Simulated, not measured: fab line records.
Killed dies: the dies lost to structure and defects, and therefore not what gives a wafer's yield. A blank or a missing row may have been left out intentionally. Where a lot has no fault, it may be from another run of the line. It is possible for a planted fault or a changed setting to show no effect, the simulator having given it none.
fab line records ; flow sky130
record lots=7; wafers=21; last_day=50
route steps=708 shown LDD_LDN@292 SPACER@304 POLY_CUT@307
lots untouched by any fault: they come from a run of this same line in which no faults occurred
start_h: hours from the record's opening day to when the first of the lot's shown wafers began ; wait_h: hours elapsed since this lot's preceding step ; " unchanged from the row above ; L1.1+2: one row covering several wafers at once ; - value missing, or start not given ; * or withheld: withheld ; < > ~ a bound
route shown NAME@n: a module of which the file shows steps, and the number in the route of the first ; usual: mean/standard deviation taken from wafers without a fault ; same: alike in all rows ; chamber/n: place in a boat ; sites: each site's reading ; _std_site: their standard deviation ; _edge_site: mean of outer sites minus mean of inner sites ; radius_mm: for every site, how far away it sits from the centre of the wafer ; mask NAME#n: copy n ; behind: tool/chamber where the wafer was last shaped ; hold: the reason the lot was held/the length of the hold in hours/how it ended ; device: names the non-switching transistor (n, p or np) ; end of line: tests run on the same wafers once the route is complete ; a step without rows: its recipe alone ; killed: dies that structure and defects cost at the first sort, which is not the same as the wafer's yield ; map: the dies of a wafer, with x for killed, . for not killed, _ for no die there
set.NAME: the setting that was run; set.NAME@STEP: the one run at that earlier step ; model.NAME: the simulator's own value behind a step, which no gauge read
certain route steps with their lots: each step a table, each wafer a row
services: a tool's chamber out of use, with start hour (start_h, from the record's first day; less than 0 if before it), hours out, and reason
## steps
# step SKY_LDD_LDN_SOFTBAKE_03
# recipe temp_c=90; time_s=60; resist=NOVOLAK
# step SKY_LDD_LDN_EXPOSE_04
# recipe mask_id=LDNTM; na=0.6; source_shape=conventional; sigma_outer=0.6; polarization=unpolarized; target_cd_nm=700; dose_mj=140
# step SKY_LDD_LDN_PEB_05
# recipe temp_c=withheld; time_s=*; resist=NOVOLAK
# step SKY_LDD_LDN_DEVELOP_06
# recipe resist=NOVOLAK; developer=TMAH; develop_time_s=60; dev_temp_c=23
# step SKY_LDD_LDN_OVL_MEAS_07
# usual LDD_LDN_OVL=0.7/1.3
lot.wafer;tool;chamber;start_h;wait_h;LDD_LDN_OVL[nm]
L832.2;overlay-02;-;553.28;0.1;-1.1
L832.5;overlay-02;-;553.28;0.1;-2.2
L832.6;overlay-02;-;553.28;0.1;-1.8
L840.1;overlay-01;-;619.35;0.1;0.0
L840.3;overlay-01;-;619.35;0.1;1.6
L840.5;overlay-01;-;619.35;0.1;0.7
L842.4;overlay-02;-;621.59;0.1;1.6
L842.5;overlay-02;-;621.59;0.1;3.2
L842.6;overlay-02;-;621.59;0.1;2.2
L843.1;overlay-02;-;622.80;0.1;0.9
L843.2;overlay-02;-;622.80;0.1;-0.3
L843.4;overlay-02;-;622.80;0.1;-1.1
L844.1;overlay-02;-;633.65;0.1;0.9
L844.3;overlay-02;-;633.65;0.1;0.9
L844.5;overlay-02;-;633.65;0.1;-1.2
L851.1;overlay-02;-;694.41;0.1;1.1
L851.2;overlay-02;-;694.41;0.1;1.7
L851.3;overlay-02;-;694.41;0.1;1.8
L852.2;overlay-01;-;706.81;0.1;1.4
L852.3;overlay-01;-;706.81;0.1;2.3
L852.5;overlay-01;-;706.81;0.1;0.8
# step SKY_LDD_LDN_IMPLANT_08
# recipe species=As; energy_kev=15; dose_cm2=1.25e+13; tilt_deg=withheld; rotation_deg=23
# step SKY_LDD_LDN_IMPLANT_09
# recipe species=As; energy_kev=14.81; dose_cm2=1.25e+13; tilt_deg=withheld; rotation_deg=113
# step SKY_LDD_LDN_IMPLANT_10
# recipe species=As; energy_kev=15; dose_cm2=1.25e+13; tilt_deg=withheld; rotation_deg=203
# step SKY_LDD_LDN_IMPLANT_11
# recipe species=As; energy_kev=15; dose_cm2=1.25e+13; tilt_deg=withheld; rotation_deg=293
# step SKY_LDD_LDN_STRIP_12
# recipe chemistry=O2/N2; power_w=1400; pressure_mtorr=1500; platen_temp_c=withheld; o2_flow_sccm=3000; n2_flow_sccm=300; overash_fraction=0.5
# usual drypump_motor_current_A=5.81/0.28; oes_product_au=0.715/0.0048; strip_time_to_endpoint_s=14.18/0.042
# same overash_fraction=0.5
lot.wafer;tool;chamber;start_h;wait_h;drypump_motor_current_A;oes_product_au;rf_hours_counter_h;strip_time_to_endpoint_s
L832.2;plasma_asher-02;1;553.91;0.1;5.78;0.716;89;14.19
L832.5;plasma_asher-02;0;553.91;0.1;5.60;0.721;-;14.21
L832.6;plasma_asher-02;1;553.91;0.1;5.77;0.714;-;14.26
L840.1;plasma_asher-03;1;619.99;0.1;5.41;0.713;78;14.22
L840.3;plasma_asher-03;0;619.99;0.1;5.65;0.724;-;14.20
L840.5;plasma_asher-03;0;619.99;0.1;5.67;0.703;-;14.18
L842.4;plasma_asher-01;1;622.24;0.1;6.31;0.716;-;14.11
L842.5;plasma_asher-01;1;622.24;0.1;6.27;0.716;-;14.13
L842.6;plasma_asher-01;0;622.24;0.1;5.94;0.718;-;14.14
L843.1;plasma_asher-01;1;623.44;0.1;6.26;0.716;48;14.17
L843.2;plasma_asher-01;0;623.44;0.1;5.97;0.714;48;14.22
L843.4;plasma_asher-01;1;623.44;0.1;6.28;0.723;-;14.20
L844.1;plasma_asher-01;0;634.29;0.1;5.97;0.715;49;14.20
L844.3;plasma_asher-01;1;634.29;0.1;6.28;0.720;-;14.21
L844.5;plasma_asher-01;0;634.29;0.1;5.96;0.710;-;14.26
L851.1;plasma_asher-02;1;695.05;0.1;5.78;0.717;103;14.14
L851.2;plasma_asher-02;0;695.05;0.1;5.60;0.714;103;14.16
L851.3;plasma_asher-02;0;695.05;0.1;5.60;0.708;-;14.11
L852.2;plasma_asher-01;0;707.44;0.1;6.01;0.708;56;14.10
L852.3;plasma_asher-01;0;707.44;0.1;6.00;0.715;-;14.17
L852.5;plasma_asher-01;0;707.44;0.1;5.97;0.705;-;14.21
# step SKY_LDD_LDN_TW_MEAS_13
# usual LDD_LDN_TW=1476/12
lot.wafer;tool;chamber;start_h;wait_h;LDD_LDN_TW
L832.2;film_metro-02;-;554.02;0.1;1462
L832.5;film_metro-02;-;554.02;0.1;1466
L832.6;film_metro-02;-;554.02;0.1;1472
L840.1;film_metro-02;-;620.09;0.1;1458
L840.3;film_metro-02;-;620.09;0.1;1454
L840.5;film_metro-02;-;620.09;0.1;1458
L842.4;film_metro-02;-;622.34;0.1;1452
L842.5;film_metro-02;-;622.34;0.1;1448
L842.6;film_metro-02;-;622.34;0.1;1451
L843.1;film_metro-04;-;623.54;0.1;1486
L843.2;film_metro-04;-;623.54;0.1;1479
L843.4;film_metro-04;-;623.54;0.1;1483
L844.1;film_metro-01;-;634.39;0.1;1491
L844.3;film_metro-01;-;634.39;0.1;1489
L844.5;film_metro-01;-;634.39;0.1;1489
L851.1;film_metro-01;-;695.15;0.1;1485
L851.2;film_metro-01;-;695.15;0.1;1490
L851.3;film_metro-01;-;695.15;0.1;1487
L852.2;film_metro-01;-;707.55;0.1;1487
L852.3;film_metro-01;-;707.55;0.1;1482
L852.5;film_metro-01;-;707.55;0.1;1479
# step SKY_LDD_LDN_CLEAN_14
# recipe chemistry=SC1/SC2; mix=1:4:20; temp_c=70; time_s=150; dry=n2_spin
# step SKY_SPACER_CVD_00
# recipe material=Si3N4; precursor=DCS/NH3; target_thk_nm=43.1; temp_c=770; time_s=740; pressure_mtorr=250
# usual spike_tc_bottom_C=789.9/2; spike_tc_centre_C=770.8/1.5; spike_tc_lower_C=770.5/1; spike_tc_top_C=778.9/2.4; spike_tc_upper_C=770.7/0.97; susceptor_temp_C=770.1/0.34
lot.wafer;tool;chamber;start_h;wait_h;spike_tc_bottom_C;spike_tc_centre_C;spike_tc_lower_C;spike_tc_top_C;spike_tc_upper_C;susceptor_temp_C;model.Si3N4_of_SPACER_CVD_00.thk_nm
L832.2;lpcvd-02;1;554.72;0.6;791.4;770.0;770.8;776.1;771.5;770.6;43.79
L832.5;lpcvd-02;1;554.72;0.6;791.1;769.8;770.5;776.9;771.2;770.5;43.82
L832.6;lpcvd-02;1;554.72;0.6;789.6;768.7;769.0;776.6;769.2;770.0;43.85
L840.1;lpcvd-02;0;620.45;0.3;787.7;770.0;770.0;780.9;770.3;770.0;43.24
L840.3;lpcvd-02;0;620.45;0.3;786.4;772.7;768.7;781.0;768.9;769.5;42.92
L840.5;lpcvd-02;0;620.45;0.3;788.7;772.7;769.3;780.9;770.9;769.6;43.27
L842.4;lpcvd-02;1;622.42;0.0;803.9;783.0;783.3;788.5;784.6;782.4;54.73
L842.5;lpcvd-02;1;622.42;0.0;804.9;782.1;783.8;789.6;783.2;782.2;54.81
L842.6;lpcvd-02;1;622.42;0.0;804.5;781.7;783.3;787.8;783.4;782.5;54.86
L843.1;lpcvd-02;1;623.65;0.0;804.4;781.5;782.6;788.3;783.2;782.9;54.97
L843.2;lpcvd-02;1;623.65;0.0;803.9;783.4;782.2;788.7;783.6;783.3;54.95
L843.4;lpcvd-02;1;623.65;0.0;804.2;780.9;782.0;788.9;783.4;783.0;55.05
L844.1;lpcvd-02;1;634.50;0.0;803.8;782.1;782.5;788.4;782.3;782.8;55.19
L844.3;lpcvd-02;1;634.50;0.0;803.9;783.9;783.6;788.1;784.7;782.5;55.25
L844.5;lpcvd-02;1;634.50;0.0;803.8;782.2;783.5;786.4;782.3;782.2;55.43
L851.1;lpcvd-02;0;696.53;1.3;787.7;770.2;771.0;781.7;771.2;770.3;43.2
L851.2;lpcvd-02;0;696.53;1.3;789.2;771.9;769.8;781.7;772.3;770.3;43.38
L851.3;lpcvd-02;0;696.53;1.3;791.0;771.3;769.6;781.3;769.0;769.9;43.39
L852.2;lpcvd-02;1;707.83;0.2;791.1;770.0;771.9;774.9;770.6;770.4;43.3
L852.3;lpcvd-02;1;707.83;0.2;793.1;769.6;771.3;774.8;770.4;770.3;43.35
L852.5;lpcvd-02;1;707.83;0.2;792.9;770.0;769.9;776.7;770.8;770.5;42.97
# step SKY_SPACER_THK_MEAS_01
# recipe reads=Si3N4_of_SPACER_CVD_00
# usual SPACER_CVD_00_THK=43.4/0.36
lot.wafer;tool;chamber;start_h;wait_h;SPACER_CVD_00_THK[nm]
L832.2;film_metro-04;-;555.93;0.0;43.7
L832.5;film_metro-04;-;555.93;0.0;43.9
L832.6;film_metro-04;-;555.93;0.0;43.8
L840.1;film_metro-03;-;621.66;0.0;43.2
L840.3;film_metro-03;-;621.66;0.0;43.0
L840.5;film_metro-03;-;621.66;0.0;43.3
L842.4;film_metro-03;-;623.65;0.0;54.7
L842.5;film_metro-03;-;623.65;0.0;54.8
L842.6;film_metro-03;-;623.65;0.0;54.9
L843.1;film_metro-04;-;624.85;0.0;55.0
L843.2;film_metro-04;-;624.85;0.0;54.9
L843.4;film_metro-04;-;624.85;0.0;55.1
L844.1;film_metro-01;-;636.31;0.0;55.2
L844.3;film_metro-01;-;636.31;0.0;55.3
L844.5;film_metro-01;-;636.31;0.0;55.5
L851.1;film_metro-04;-;697.74;0.0;43.2
L851.2;film_metro-04;-;697.74;0.0;43.3
L851.3;film_metro-04;-;697.74;0.0;43.4
L852.2;film_metro-03;-;709.04;0.0;43.3
L852.3;film_metro-03;-;709.04;0.0;43.3
L852.5;film_metro-03;-;709.04;0.0;43.0
# step SKY_SPACER_ETCHBACK_02
# recipe chemistry=CH3F/O2; target=Si3N4; stop_on=SiO2; source_w=400; bias_w=80; pressure_mtorr=25; ch3f_flow_sccm=40; O2_flow_sccm=30; time_s=46.7; target_depth_a=450
# usual drypump_motor_current_A=5.7/0.45; oes_product_au=0.859/0.0061; throttle_valve_pct=10.564/0.0093
lot.wafer;tool;chamber;start_h;wait_h;drypump_motor_current_A;oes_product_au;rf_hours_counter_h;throttle_valve_pct;model.etch.depth_nm
L832.2;rie_diel-03;0;555.98;0.0;5.6;0.862;13;10.556;43.79
L832.5;rie_diel-03;2;555.98;0.0;5.5;0.862;-;10.565;43.82
L832.6;rie_diel-03;0;555.98;0.0;5.6;0.858;-;10.571;43.85
L840.1;rie_diel-03;0;621.72;0.1;5.6;0.858;14;10.560;43.24
L840.3;rie_diel-03;3;621.72;0.1;5.4;0.846;0;10.566;42.92
L840.5;rie_diel-03;2;621.72;0.1;5.5;0.856;-;10.573;43.27
L842.4;rie_diel-01;0;623.68;0.0;5.6;0.981;27;10.579;54.73
L842.5;rie_diel-01;1;623.68;0.0;5.7;0.980;-;10.577;54.81
L842.6;rie_diel-01;2;623.68;0.0;6.1;0.964;-;10.578;53.89
L843.1;rie_diel-03;0;624.91;0.1;5.6;0.988;14;10.567;54.97
L843.2;rie_diel-03;2;624.91;0.1;5.5;0.981;2;10.563;54.95
L843.4;rie_diel-03;1;624.91;0.1;6.3;0.985;1;10.560;55.05
L844.1;rie_diel-03;3;636.37;0.1;5.4;0.986;0;10.591;55.19
L844.3;rie_diel-03;1;636.37;0.1;6.3;0.994;1;10.576;55.25
L844.5;rie_diel-03;1;636.37;0.1;6.3;0.985;-;10.575;55.43
L851.1;rie_diel-03;0;697.80;0.1;5.6;0.858;16;10.565;43.2
L851.2;rie_diel-03;1;697.80;0.1;6.3;0.854;2;10.555;43.38
L851.3;rie_diel-03;3;697.80;0.1;5.4;0.856;1;10.564;43.39
L852.2;rie_diel-04;1;709.09;0.0;5.1;0.857;19;10.557;43.3
L852.3;rie_diel-04;2;709.09;0.0;5.0;0.867;0;10.545;43.35
L852.5;rie_diel-04;3;709.09;0.0;6.1;0.855;-;10.554;42.97
# step SKY_POLY_CUT_DEHYDRATE_00
# recipe temp_c=200; time_s=60
## services
tool;chamber;start_h;hours;kind
plasma_asher-01;-;531.64;4.3;pm
lpcvd-02;-;543.90;2.8;pm
plasma_asher-03;-;551.24;1.0;repair
rie_diel-03;1;553.42;-;clean
rie_diel-03;1;553.42;23.1;scheduled_down
rie_diel-03;1;553.42;23.1;vent_cycle
rie_diel-04;0;569.53;-;clean
rie_diel-04;0;569.53;14.6;scheduled_down
rie_diel-03;3;576.54;-;clean
rie_diel-03;3;576.54;19.8;scheduled_down
rie_diel-03;3;576.54;19.8;vent_cycle
rie_diel-03;-;604.13;2.8;pm
rie_diel-03;3;613.01;6.2;repair
plasma_asher-02;-;614.75;4.3;pm
rie_diel-04;3;623.78;6.0;repair
rie_diel-03;3;647.13;13.2;repair
plasma_asher-03;-;649.23;1.9;repair
rie_diel-01;0;668.23;1.8;repair
rie_diel-04;3;674.31;8.3;repair
rie_diel-03;1;682.75;5.4;repair
rie_diel-04;2;683.51;7.9;repair
plasma_asher-03;-;700.42;1.3;repair
plasma_asher-03;-;704.45;2.7;repair
rie_diel-04;0;708.33;4.6;repair
## key
first_sign step=SKY_SPACER_CVD_00; reading=susceptor_temp_C; direction=up; sigmas=36; usual=*; struck=*
effect step=SKY_SPACER_CVD_00; reading=spike_tc_upper_C; direction=up; sigmas=13; usual=770.7; struck=783.4
effect step=SKY_SPACER_THK_MEAS_01; reading=SPACER_CVD_00_THK; direction=up; sigmas=33; usual=43.4; struck=55.0
effect step=SKY_SPACER_ETCHBACK_02; reading=oes_product_au; direction=up; sigmas=20; usual=0.859; struck=0.983
model_effect step=SKY_SPACER_CVD_00; value=Si3N4_of_SPACER_CVD_00.thk_nm; without=43.43; struck=55.02
model_effect step=SKY_SPACER_ETCHBACK_02; value=etch.depth_nm; without=43.43; struck=54.92
met_at SKY_SPACER_CVD_00
struck_wafers L842.4,L842.5,L842.6,L843.1,L843.2,L843.4,L844.1,L844.3,L844.5
later_rows_left_out L842.6
sort_left_out L842.4,L842.5,L842.6,L843.1,L843.2,L843.4,L844.1,L844.3,L844.5
tester_left_out L842,L843,L844
fault kind=process_parameter_drift; tool=lpcvd-02; chamber=-; onset_h=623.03; steps=SKY_SPACER_CVD_00; channel=temp_c; offset=*; shape=step; end_h=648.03; acts_in=*; stated=*
# tester_left_out: of these lots the tester's yield and bins aren't shown, on N5 and GAA mostly nor the transistor test; their killed dies are dies lost to structure and defects alone, not to doping, threshold or leakage, so they don't give the yield
# sort_left_out: the simulated sort isn't trusted on such a fault, so these wafers' sort isn't shown, and their yield isn't known
# later_rows_left_out: the simulator's readings of these wafers behind a module that went badly wrong aren't trusted and aren't shown, but for the sort
